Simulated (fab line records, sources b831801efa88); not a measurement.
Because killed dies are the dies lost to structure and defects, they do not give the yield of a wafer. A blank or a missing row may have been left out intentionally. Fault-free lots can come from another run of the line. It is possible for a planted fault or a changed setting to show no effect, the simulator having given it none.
A lot that was struck, set against a sound lot    flow sky130    20 steps out of a route of 708
Sound: wafers L394.1, L394.2, L394.3. The struck wafers were L398.1, L398.3, L398.5. The cause is given at the end.
Per side, at each step with rows, come the tool, then ch with its chambers, and then its first start. Under that, the readings that differ: sound wafers    struck wafers    difference of the means    sigmas: that difference in standard deviations of wafers without a fault.
alike: readings whose means differ by less than 2 such deviations, and words and numbers that are the same on both sides. not compared: withheld readings, readings that some wafer has no value for, bounds like >300 that may hide the same value, and numbers for which the record gives no deviation and whose values overlap.
A row with sigmas, a row that says differs or no value, or rows on one side alone: a step with any of these is where the two part. Non-overlapping numbers with no deviation appear without sigmas and do not part them. Lack of a reading on every wafer of one side parts them only where that side has two or more wafers.

SKY_POLY_GATE_CD_MEAS_22:
  struck on cd sem-01, day 17 17:26; sound on cd sem-02, day 15 23:42
  alike: cd nm
then, 7 steps without rows for these wafers: SKY_LDD_N_DEHYDRATE_00 (time 60 s); SKY_LDD_N_HMDS_01 (prime time 60 s); SKY_LDD_N_COAT_02 (resist thk 300 nm); SKY_LDD_N_SOFTBAKE_03 (time 60 s); SKY_LDD_N_EXPOSE_04 (exposes mask NTM, target cd 840 nm); SKY_LDD_N_PEB_05; SKY_LDD_N_DEVELOP_06 (develop time 60 s).
SKY_LDD_N_OVL_MEAS_07:
  struck on overlay-02, day 18 21:55; sound on overlay-01, day 17 03:45
reading         sound        struck          difference  sigmas
LDD_N_OVL (nm)  2.6 2.5 2.5  -1.2 -1.0 -0.7  -3.5        -2
then, 3 steps without rows for these wafers: SKY_LDD_N_IMPLANT_08; SKY_LDD_N_IMPLANT_09; SKY_LDD_N_IMPLANT_10.
SKY_LDD_N_IMPLANT_11:
  sound on implanter-03 ch 0, day 17 04:14; struck on implanter-03 ch 0, day 18 22:25
reading                    sound              struck             difference  sigmas
implant ion amu            75 75 75           31 31 31           -44         
model.implant.rp nm (nm)   15.3 15.3 15.3     28.43 28.43 28.43  +13.13      
model.implant.drp nm (nm)  7.212 7.212 7.212  12.97 12.97 12.97  +5.76       
then, 4 steps without rows for these wafers: SKY_LDD_N_IMPLANT_12; SKY_LDD_N_IMPLANT_13; SKY_LDD_N_IMPLANT_14; SKY_LDD_N_IMPLANT_15.
SKY_LDD_N_STRIP_16: strips in O2/N2.
  sound on plasma asher-01 ch 0,1, day 17 04:59; struck on plasma asher-03 ch 0, day 18 23:10
reading                       sound              struck             difference  sigmas
strip time to endpoint s (s)  4.302 4.298 4.285  4.199 4.228 4.208  -0.083      -6
  alike: drypump motor current A, oes product au
  not compared: rf hours counter h
SKY_LDD_N_TW_MEAS_17:
  struck on film metro-02, day 18 23:16; sound on film metro-01, day 17 05:05
reading   sound           struck          difference  sigmas
LDD_N_TW  2563 2586 2584  2503 2499 2488  -81         -4
-- here the record skips 27 days between the struck wafers' starts before and after, leaving off in module LDD_N and picking up in module PAD_OPEN (first step shown: number 708 of the route) --
SKY_PAD_OPEN_PROBE_99:
  struck on prober-01, day 46 04:10; sound on prober-01, day 44 21:50
reading                                    sound              struck             difference  sigmas
model.etest.nfet_01v8_lvt.drive ua um      550.8 551.4 558    636.4 627.3 633.2  +78.9       
model.etest.tip n.rs ohm sq                441.9 443.4 443.2  388.9 389.7 389.5  -53.5       
model.etest.nfet_01v8_swapped.drive ua um  489.9 484.7 482.9  555.2 548.8 555.4  +67.3       
model.etest.nfet_01v8.drive ua um          481.1 482.7 487.6  549 546.2 551.7    +65         
model.etest.sram nfet pass.drive ua um     465.4 477.9 476.5  545 550.3 541.9    +72         
model.etest.nfet_01v8_turned.drive ua um   488 482.5 487.6    543.6 538 538      +53.8       
model.etest.nfet_01v8.r on ohm um          851.1 863.5 845.5  801 805.1 800.4    -51         
model.etest.res ndiff.rs ohm sq            120 120.9 121.2    119.3 118.4 119    -1.8        
  alike: killed_at_M0_to_M3, killed_at_M4_up, killed at contacts, killed at front end, killed at other, killed dies, killed open, killed short

WHERE THEY PART
Last at SKY_LDD_N_TW_MEAS_17 as far as this record goes, first at SKY_LDD_N_OVL_MEAS_07. Later steps at which nothing parts them and some readings are alike: SKY_PAD_OPEN_PROBE_99.

WHY: the cause the simulator had injected
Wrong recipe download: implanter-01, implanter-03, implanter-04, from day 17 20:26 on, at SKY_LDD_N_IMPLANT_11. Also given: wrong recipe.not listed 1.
